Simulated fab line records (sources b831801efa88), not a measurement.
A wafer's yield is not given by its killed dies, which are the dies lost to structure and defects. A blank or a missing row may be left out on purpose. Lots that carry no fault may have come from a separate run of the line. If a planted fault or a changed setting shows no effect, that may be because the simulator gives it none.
fab line records | flow sky130
[record] lots = 13 wafers = 39 last-day = 50
route steps=708 shown VIA2@509 PAD_OPEN@708
lots with no fault: from the same line, run without faults
start-h: the number of hours between the record's first day and the start of the first shown wafer of the lot | wait-h: hours elapsed since this lot's preceding step | " repeats the value in the row above | L1.1+2: a row that stands for several wafers | - no value present, or no start provided | * or withheld: withheld | < > ~ a bound
route shown NAME@n: a module of which the file shows steps, and the number in the route of the first | usual: mean and standard deviation over wafers with no fault | same: alike in all rows | chamber/n: place in a boat | sites: per-site readings | _std_site: the values' standard deviation | _edge_site: the outer-site mean with the inner-site mean subtracted | radius-mm: for every site, how far away it sits from the centre of the wafer | mask NAME#n: copy n | behind: the most recent tool/chamber to have shaped the wafer | hold: what put the lot on hold/how long, in hours/how the hold closed | device: whichever transistor did not switch (one of n, p or np) | end of line: the tests these same wafers got at the end of their route | step lacking rows: just its recipe | killed: at the first sort, the dies lost to defects and structure; wafer yield is something else | map: the dies of a wafer, with x for killed, . for not killed, _ for no die there
set.NAME: the setting the step ran with; set.NAME@STEP: the setting that earlier step ran with | model.NAME: the simulator's own value behind a step, which no gauge read
the route's steps for a sample of lots (tables are steps, rows are wafers)
services: when a tool's chamber went out of use (start-h, in hours from the record's first day, below 0 if earlier), for how many hours, and the reason
[[steps]]
[step SKY_VIA2_CMP_02]
[recipe] material = SiO2 down-force-psi = 4 platen-rpm = 60 pad-velocity-m-s = 0.94248
[usual] head-pressure-psi = 4.000/0.0081 motor-current-A = 11.8/1.2 slurry-filter-dp-kPa = 13.48/0.14
// columns lot.wafer tool chamber start-h wait-h head-pressure-psi motor-current-A slurry-filter-dp-kPa
L188.3 cmp-01 0 849.52 0.0 3.990 12.2 13.51
L188.6 " 0 " " 3.992 13.5 13.30
L188.5 " 1 " " 4.004 11.1 13.76
L187.4 cmp-01 0 855.74 0.2 3.988 12.5 13.45
L187.5 " 1 " " 3.992 11.2 13.27
L187.6 " 2 " " 4.003 9.0 13.25
L196.2 cmp-02 3 920.79 0.1 4.002 12.8 13.22
L196.4 " 1 " " 3.979 11.7 13.57
L196.6 " 2 " " 3.996 13.2 13.50
L197.3 cmp-01 1 923.98 0.0 4.014 10.7 13.77
L197.2 " 3 " " 3.989 12.0 13.25
L197.6 " 1 " " 3.999 11.5 13.61
L198.4 cmp-02 2 930.40 0.1 4.017 13.0 13.59
L198.1 " 0 " " 4.003 11.8 13.53
L198.6 " 1 " " 4.003 13.2 13.60
L199.3 cmp-01 0 943.15 0.3 3.999 13.1 13.60
L199.5 " 3 " " 3.993 12.7 13.61
L199.6 " 0 " " 4.006 12.6 13.67
L200.4 cmp-02 2 945.18 0.0 4.011 13.4 13.49
L200.3 " 1 " " 4.000 12.1 13.66
L200.6 " 3 " " 4.010 12.5 13.60
L201.2 cmp-01 2 953.92 0.1 3.996 9.2 13.50
L201.4 " 3 " " 4.009 11.7 13.71
L201.5 " 0 " " 4.014 13.1 13.46
L202.3 cmp-02 1 959.65 0.1 3.995 12.2 13.19
L202.2 " 3 " " 3.993 12.5 13.71
L202.5 " 0 " " 4.005 11.8 13.81
L203.2 cmp-02 0 968.51 0.1 4.002 11.4 13.40
L203.1 " 2 " " 3.995 13.2 13.48
L203.6 " 0 " " 3.990 11.4 13.48
L204.4 cmp-01 1 969.69 0.2 3.993 10.8 13.34
L204.3 " 2 " " 4.002 9.9 13.33
L204.6 " 2 " " 3.997 9.6 13.44
L207.2 cmp-02 1 984.15 0.0 4.000 12.3 13.29
L207.3 " 2 " " 4.015 13.5 13.50
L207.1 " 3 " " 4.004 12.4 13.27
L208.4 cmp-01 3 999.96 0.0 4.011 11.6 13.61
L208.3 " 0 " " 4.008 12.7 13.41
L208.5 " 3 " " 4.006 12.4 13.45
[step SKY_VIA2_CD_MEAS_12]
[recipe] target-cd-nm = 200
[usual] cd-nm = 200.2/1.5
// columns lot.wafer tool chamber start-h wait-h cd-nm
L188.3 cd-sem-01 - 875.39 - 202.1
L188.5 " - " " 200.7
L188.6 " - " " 200.4
L187.4 cd-sem-01 - 881.91 - 199.4
L187.5 " - " " 200.5
L187.6 " - " " 199.9
L196.2 cd-sem-02 - 946.66 - 199.3
L196.4 " - " " 199.4
L196.6 " - " " 200.5
L197.2 cd-sem-02 - 948.47 - 200.3
L197.3 " - " " 199.3
L197.6 " - " " 201.3
L198.1 cd-sem-02 - 954.90 - 200.8
L198.4 " - " " 201.0
L198.6 " - " " 201.1
L199.3 cd-sem-01 - 967.69 - 199.2
L199.5 " - " " 199.8
L199.6 " - " " 199.8
L200.3 cd-sem-02 - 970.68 - 201.8
L200.4 " - " " 200.9
L200.6 " - " " 200.9
L201.2 cd-sem-01 - 978.16 - 197.9
L201.4 " - " " 199.0
L201.5 " - " " 200.9
L202.2 cd-sem-02 - 982.91 - 199.1
L202.3 " - " " 200.7
L202.5 " - " " 199.8
L203.1 cd-sem-01 - 991.90 - 201.5
L203.2 " - " " 201.5
L203.6 " - " " 200.6
L204.3 cd-sem-02 - 993.93 - 197.6
L204.4 " - " " 198.3
L204.6 " - " " 196.9
L207.1 cd-sem-02 - 1007.60 - 201.0
L207.2 " - " " 200.4
L207.3 " - " " 200.2
L208.3 cd-sem-01 - 1023.13 - 200.0
L208.4 " - " " 199.6
L208.5 " - " " 200.7
[step SKY_VIA2_ETCH_15]
[recipe] target = SiO2 chemistry = C4F8/O2/Ar target-depth-nm = 546 stop-on = TiN mask-material = KrF-thick source-w = 1500 bias-w = 1200 pressure-mtorr = 40 c4f8-flow-sccm = withheld O2_flow_sccm = 6 Ar_flow_sccm = 300 time-s = 84
[usual] oes-product-au = 0.940/0.0047
// columns lot.wafer tool chamber start-h wait-h oes-product-au
L188.3 rie-diel-02 2 875.60 0.1 0.941
L188.5 " 2 " " 0.939
L188.6 " 3 " " 0.937
L187.4 rie-diel-04 3 882.08 0.0 0.948
L187.5 " 0 " " 0.942
L187.6 " 2 " " 0.936
L196.2 rie-diel-01 3 946.84 0.0 0.935
L196.4 " 1 " " 0.939
L196.6 " 2 " " 0.939
L197.2 rie-diel-04 1 948.65 0.0 0.935
L197.3 " 0 " " 0.940
L197.6 " 1 " " 0.943
L198.1 rie-diel-04 1 955.10 0.0 0.945
L198.4 " 0 " " 0.943
L198.6 " 0 " " 0.931
L199.3 rie-diel-04 3 967.85 0.0 0.938
L199.5 " 1 " " 0.937
L199.6 " 0 " " 0.939
L200.3 rie-diel-02 3 970.83 0.0 0.938
L200.4 " 0 " " 0.942
L200.6 " 0 " " 0.947
L201.2 rie-diel-02 2 978.34 0.0 0.944
L201.4 " 1 " " 0.928
L201.5 " 0 " " 0.935
L202.2 rie-diel-02 1 983.08 0.0 0.942
L202.3 " 2 " " 0.938
L202.5 " 1 " " 0.941
L203.1 rie-diel-01 3 992.10 0.0 0.939
L203.2 " 1 " " 0.933
L203.6 " 1 " " 0.942
L204.3 rie-diel-04 1 994.09 0.0 0.945
L204.4 " 0 " " 0.942
L204.6 " 2 " " 0.939
L207.1 rie-diel-01 1 1007.80 0.0 0.946
L207.2 " 2 " " 0.944
L207.3 " 0 " " 0.943
L208.3 rie-diel-04 0 1023.28 0.0 0.947
L208.4 " 0 " " 0.946
L208.5 " 1 " " 0.942
[step SKY_VIA2_CVD_21]
[recipe] material = W target-thk-nm = 420 time-s = 126.4 temp-c = 400 pressure-torr = 40
[usual] heater-power-w = 936/120
// columns lot.wafer tool chamber start-h wait-h heater-power-w
L188.3 cvd-w-02 0 876.39 0.1 1099
L188.5 " 1 " " 903
L188.6 " 0 " " 1113
L187.4 cvd-w-02 1 882.93 0.2 917
L187.5 " 1 " " 934
L187.6 " 1 " " 936
L196.2 cvd-w-02 1 947.56 0.0 956
L196.4 " 1 " " 939
L196.6 " 1 " " 944
L197.2 cvd-w-01 1 949.37 0.0 791
L197.3 " 1 " " 761
L197.6 " 0 " " 870
L198.1 cvd-w-01 0 955.85 0.0 883
L198.4 " 1 " " 774
L198.6 " 0 " " 850
L199.3 cvd-w-02 1 968.61 0.1 949
L199.5 " 0 " " 1102
L199.6 " 1 " " 934
L200.3 cvd-w-01 0 971.62 0.1 859
L200.4 " 1 " " 790
L200.6 " 0 " " 877
L201.2 cvd-w-02 1 979.10 0.1 957
L201.4 " 1 " " 936
L201.5 " 1 " " 922
L202.2 cvd-w-02 1 983.84 0.1 942
L202.3 " 1 " " 948
L202.5 " 1 " " 950
L203.1 cvd-w-02 1 992.82 0.0 930
L203.2 " 0 " " 1100
L203.6 " 0 " " 1114
L204.3 cvd-w-01 0 994.86 0.1 876
L204.4 " 1 " " 778
L204.6 " 1 " " 800
L207.1 cvd-w-01 0 1008.52 0.0 859
L207.2 " 1 " " 771
L207.3 " 1 " " 768
L208.3 cvd-w-02 1 1024.04 0.1 926
L208.4 " 0 " " 1140
L208.5 " 1 " " 954
[step SKY_VIA2_RS_MEAS_22]
[recipe] thk-meas-gauge = four-point-probe reads = W_of_VIA2_CVD_21+TiN_of_VIA2_SPUTTER_20
[usual] VIA2_W_RS = 0.2733/0.0027
// columns lot.wafer tool chamber start-h wait-h hold VIA2_W_RS[ohm/sq]
L188.3 film-metro-02 - 876.52 0.1 await-dispo/0.2h/release 0.9577
L188.5 " - " " await-dispo/0.2h/release 0.9701
L188.6 " - " " await-dispo/0.2h/release 0.9899
L188.3 film-metro-02 - 876.80 0.3 - 0.9577
L188.5 " - " " - 0.9738
L188.6 " - " " - 0.9897
L187.4 film-metro-03 - 883.12 0.1 await-dispo/0.2h/release 0.9735
L187.5 " - " " await-dispo/0.2h/release 0.9627
L187.6 " - " " await-dispo/0.2h/release 1.0018
L187.4 film-metro-03 - 883.41 0.3 - 0.9768
L187.5 " - " " - 0.9600
L187.6 " - " " - 0.9990
L196.2 film-metro-01 - 947.71 0.1 - 0.2689
L196.4 " - " " - 0.2747
L196.6 " - " " - 0.2724
L197.2 film-metro-02 - 949.52 0.1 - 0.2698
L197.3 " - " " - 0.2727
L197.6 " - " " - 0.2714
L198.1 film-metro-01 - 955.98 0.1 - 0.2704
L198.4 " - " " - 0.2703
L198.6 " - " " - 0.2753
L199.3 film-metro-03 - 968.74 0.1 - 0.2735
L199.5 " - " " - 0.2743
L199.6 " - " " - 0.2709
L200.3 film-metro-02 - 971.75 0.1 - 0.2720
L200.4 " - " " - 0.2651
L200.6 " - " " - 0.2722
L201.2 film-metro-03 - 979.34 0.2 - 0.2720
L201.4 " - " " - 0.2706
L201.5 " - " " - 0.2705
L202.2 film-metro-03 - 984.08 0.2 - 0.2762
L202.3 " - " " - 0.2757
L202.5 " - " " - 0.2736
L203.1 film-metro-02 - 992.95 0.1 - 0.2751
L203.2 " - " " - 0.2763
L203.6 " - " " - 0.2713
L204.3 film-metro-03 - 995.09 0.2 - 0.2730
L204.4 " - " " - 0.2711
L204.6 " - " " - 0.2735
L207.1 film-metro-02 - 1008.65 0.1 - 0.2712
L207.2 " - " " - 0.2654
L207.3 " - " " - 0.2701
L208.3 film-metro-03 - 1024.17 0.1 - 0.2738
L208.4 " - " " - 0.2733
L208.5 " - " " - 0.2780
[step SKY_PAD_OPEN_PROBE_99]
[usual] defect-limited-yield = 82.8/2 killed_at_M0_to_M3 = 43/7.8 killed_at_M4_up = 3.2/1.9 killed-at-contacts = 24/5 killed-at-front-end = 14/4.5 killed-at-other = 0.2/0.41 killed-dies = 84/9.6 killed-open = 47/6.9 killed-short = 38/6 sort_bin_3_pad_short = 0.8/0.43 sort_bin_5_function = 10.1/1.4 sort_bin_6_memory = 6.3/1.1 sort-n-pass = 408/9.6 sort-yield-pct = 82.8/2
[same] gross-dies = 492 killed-at-back-side = 0 sort_bin_4_leakage[%] = 0 sort_bin_8_speed[%] = 0
// columns lot.wafer tool chamber start-h wait-h defect-limited-yield[%] killed_at_M0_to_M3 killed_at_M4_up killed-at-contacts killed-at-front-end killed-at-other killed-dies killed-open killed-short sort_bin_3_pad_short[%] sort_bin_5_function[%] sort_bin_6_memory[%] sort-n-pass sort-yield-pct[%]
L196.2 prober-01 - 1154.21 0.1 81.9 47 4 24 14 0 89 39 50 2.2 10.8 5.1 403 81.9
L196.4 prober-01 - 1154.31 0.2 82.1 33 5 27 23 0 88 54 34 0.4 10.8 6.7 404 82.1
L196.6 prober-01 - 1154.41 0.2 85.2 29 3 28 12 1 73 37 36 0.4 8.1 6.3 419 85.2
L198.1 prober-01 - 1158.91 0.1 78.9 46 3 26 29 0 104 49 55 0.8 14.4 5.9 388 78.9
L198.4 prober-01 - 1159.06 0.2 83.3 47 0 25 10 0 82 49 33 0.8 9.1 6.7 410 83.3
L198.6 prober-01 - 1159.16 0.2 82.9 37 2 30 15 0 84 51 33 1.0 8.7 7.3 408 82.9
L199.3 prober-02 - 1168.70 0.2 85.0 41 3 21 9 0 74 46 28 0.4 10.4 4.3 418 85.0
L199.5 prober-02 - 1168.80 0.2 79.9 54 2 21 22 0 99 58 41 0.4 12.8 6.9 393 79.9
L199.6 prober-02 - 1168.85 0.2 81.9 47 6 23 12 1 89 41 48 1.6 10.6 5.9 403 81.9
L202.2 prober-01 - 1180.15 0.1 84.3 36 1 26 14 0 77 41 36 0.4 9.1 6.1 415 84.3
L202.3 prober-01 - 1180.20 0.2 83.1 40 4 21 18 0 83 48 35 1.8 9.3 5.7 409 83.1
L202.5 prober-01 - 1180.30 0.2 84.8 38 2 24 10 1 75 40 35 0.4 9.1 5.7 417 84.8
L203.1 prober-02 - 1186.50 0.1 83.1 50 3 15 15 0 83 46 37 1.0 8.9 6.9 409 83.1
L203.2 prober-02 - 1186.55 0.1 80.7 47 2 32 14 0 95 55 40 0.4 10.8 8.1 397 80.7
L203.6 prober-02 - 1186.75 0.2 85.0 43 2 18 11 0 74 41 33 0.8 9.6 4.7 418 85.0
L204.3 prober-01 - 1187.77 0.2 82.7 42 2 20 21 0 85 54 31 0.6 11.0 5.7 407 82.7
L204.4 prober-01 - 1187.82 0.2 84.8 36 2 26 11 0 75 36 39 0.6 10.2 4.5 417 84.8
L204.6 prober-01 - 1187.92 0.2 84.8 37 2 22 14 0 75 36 39 1.6 8.5 5.1 417 84.8
// killed by level:class
L196.2 METAL2:geometric-particle:short=9 METAL1:geometric-particle:short=8 LI_CONTACT:geometric-particle:open=7 VIA1:geometric-particle:open=5 CONTACT:geometric-particle:open=5 METAL3:geometric-particle:short=5 LOCAL_INTERCONNECT:geometric-particle:open=4 VIA2:geometric-particle:short=4
L196.4 CONTACT:geometric-particle:open=13 FIELD_ISO:geometric-particle:short=8 VIA2:geometric-particle:open=8 VIA1:geometric-particle:open=8 LI_CONTACT:geometric-particle:open=6 FIELD_ISO:geometric-particle:open=5 METAL2:geometric-particle:short=5 POLY_GATE:geometric-particle:open=4
L196.6 CONTACT:geometric-particle:open=9 VIA1:geometric-particle:open=8 LI_CONTACT:geometric-particle:open=6 CONTACT:geometric-particle:short=6 METAL2:geometric-particle:short=5 LOCAL_INTERCONNECT:geometric-particle:short=4 VIA1:geometric-particle:short=4 VIA2:geometric-particle:short=4
L198.1 CONTACT:geometric-particle:open=12 METAL1:geometric-particle:short=11 FIELD_ISO:geometric-particle:short=9 FIELD_ISO:geometric-particle:open=7 LI_CONTACT:geometric-particle:open=7 METAL2:geometric-particle:open=5 POLY_GATE:geometric-particle:short=5 VIA1:geometric-particle:short=5
L198.4 LI_CONTACT:geometric-particle:open=11 VIA3:geometric-particle:open=10 VIA1:geometric-particle:open=10 CONTACT:geometric-particle:open=7 METAL2:geometric-particle:short=5 METAL1:geometric-particle:short=4 VIA1:geometric-particle:short=4 VIA2:geometric-particle:short=4
L198.6 LI_CONTACT:geometric-particle:open=10 CONTACT:geometric-particle:open=10 VIA1:geometric-particle:open=9 CONTACT:geometric-particle:short=7 VIA2:geometric-particle:open=6 POLY_GATE:geometric-particle:open=5 VIA2:geometric-particle:short=5 METAL2:geometric-particle:short=4
L199.3 VIA1:geometric-particle:open=9 CONTACT:geometric-particle:open=7 LI_CONTACT:geometric-particle:open=7 VIA3:geometric-particle:short=6 VIA3:geometric-particle:open=6 POLY_GATE:geometric-particle:open=4 VIA1:geometric-particle:short=4 VIA2:geometric-particle:open=3
L199.5 VIA2:geometric-particle:open=13 VIA1:geometric-particle:open=12 FIELD_ISO:geometric-particle:open=11 CONTACT:geometric-particle:short=7 VIA3:geometric-particle:open=7 LOCAL_INTERCONNECT:geometric-particle:short=6 METAL1:geometric-particle:short=6 VIA1:geometric-particle:short=5
L199.6 CONTACT:geometric-particle:open=10 METAL1:geometric-particle:short=9 VIA1:geometric-particle:open=9 METAL2:geometric-particle:short=7 VIA3:geometric-particle:open=7 LOCAL_INTERCONNECT:geometric-particle:short=6 POLY_GATE:geometric-particle:open=4 POLY_GATE:geometric-particle:short=4
L202.2 VIA3:geometric-particle:open=9 LI_CONTACT:geometric-particle:short=8 VIA1:geometric-particle:open=8 LI_CONTACT:geometric-particle:open=7 FIELD_ISO:geometric-particle:open=6 VIA1:geometric-particle:short=5 VIA2:geometric-particle:open=4 CONTACT:geometric-particle:short=4
L202.3 VIA1:geometric-particle:open=11 CONTACT:geometric-particle:open=8 CONTACT:geometric-particle:short=8 VIA3:geometric-particle:open=5 METAL2:geometric-particle:short=5 METAL1:geometric-particle:short=4 VIA1:geometric-particle:short=4 VIA2:geometric-particle:open=4
L202.5 VIA1:geometric-particle:open=10 CONTACT:geometric-particle:open=8 CONTACT:geometric-particle:short=6 VIA3:geometric-particle:open=6 VIA2:geometric-particle:open=5 VIA3:geometric-particle:short=5 LOCAL_INTERCONNECT:geometric-particle:short=4 FIELD_ISO:geometric-particle:short=4
L203.1 VIA1:geometric-particle:open=12 METAL1:geometric-particle:short=8 METAL2:geometric-particle:short=8 VIA3:geometric-particle:open=6 FIELD_ISO:geometric-particle:open=5 LI_CONTACT:geometric-particle:open=5 CONTACT:geometric-particle:open=5 POLY_GATE:geometric-particle:open=4
L203.2 VIA1:geometric-particle:open=13 CONTACT:geometric-particle:open=12 CONTACT:geometric-particle:short=8 VIA3:geometric-particle:open=7 VIA2:geometric-particle:open=6 VIA1:geometric-particle:short=6 METAL3:geometric-particle:short=5 LI_CONTACT:geometric-particle:open=5
L203.6 VIA1:geometric-particle:open=9 LI_CONTACT:geometric-particle:open=8 METAL1:geometric-particle:short=7 VIA2:geometric-particle:open=6 CONTACT:geometric-particle:open=5 VIA3:geometric-particle:short=5 FIELD_ISO:geometric-particle:open=4 VIA1:geometric-particle:short=4
L204.3 VIA1:geometric-particle:open=11 CONTACT:geometric-particle:open=8 VIA3:geometric-particle:open=8 METAL1:geometric-particle:short=7 FIELD_ISO:geometric-particle:open=6 LI_CONTACT:geometric-particle:open=6 POLY_GATE:geometric-particle:short=5 VIA2:geometric-particle:open=5
L204.4 CONTACT:geometric-particle:open=9 VIA2:geometric-particle:open=7 LOCAL_INTERCONNECT:geometric-particle:short=6 CONTACT:geometric-particle:short=5 LI_CONTACT:geometric-particle:open=5 METAL2:geometric-particle:short=5 VIA1:geometric-particle:short=5 VIA1:geometric-particle:open=5
L204.6 VIA1:geometric-particle:open=9 LI_CONTACT:geometric-particle:open=7 CONTACT:geometric-particle:open=5 VIA1:geometric-particle:short=5 FIELD_ISO:geometric-particle:short=4 LOCAL_INTERCONNECT:geometric-particle:short=4 METAL1:geometric-particle:short=4 METAL2:geometric-particle:short=4
[[services]]
// columns tool chamber start-h hours kind
rie-diel-02 - 827.24 14.6 pm
cvd-w-02 0 835.26 5.8 repair
rie-diel-01 2 839.34 49.8 repair
cmp-02 - 843.23 4.8 pm
rie-diel-02 - 864.72 0.3 repair
cmp-01 - 867.23 0.3 repair
rie-diel-02 0 868.22 10.3 repair
cvd-w-02 0 882.43 4.0 repair
rie-diel-02 2 882.95 8.6 repair
cvd-w-01 - 888.82 6.9 pm
rie-diel-02 0 889.35 3.4 repair
cmp-01 - 891.98 5.2 pm
rie-diel-04 1 895.56 2.7 repair
cvd-w-01 - 904.00 14.0 pm
cmp-01 - 912.18 4.0 pm
cmp-01 - 924.93 7.1 pm
cvd-w-01 - 932.68 0.5 repair
cmp-01 - 958.01 2.0 repair
cvd-w-02 0 977.91 9.5 repair
cvd-w-02 - 984.61 0.4 repair
cmp-01 - 990.30 4.2 repair
rie-diel-02 - 1001.13 0.4 repair
rie-diel-04 - 1007.34 0.8 repair
rie-diel-04 2 1020.19 4.4 repair
[[key]]
[first-sign] step = SKY_VIA2_RS_MEAS_22 reading = visit direction = added
[effect] step = SKY_VIA2_RS_MEAS_22 reading = VIA2_W_RS direction = up sigmas = 99+ usual = 0.2733 struck = 0.9759
met-at SKY_VIA2_CVD_21
struck-lots L187,L188
scrapped-behind SKY_VIA2_RS_MEAS_22 L187.4,L187.5,L187.6,L188.3,L188.5,L188.6
not-acting-at SKY_VIA2_CMP_02,SKY_VIA2_CD_MEAS_12,SKY_VIA2_ETCH_15
[fault] kind = process-parameter-drift tool = cvd-w-02 chamber = - onset-h = 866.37 steps = SKY_VIA2_CVD_21 channel = target-thk-nm offset = -297.21 shape = step end-h = 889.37 acts-in = these-recipes-only stated = 420
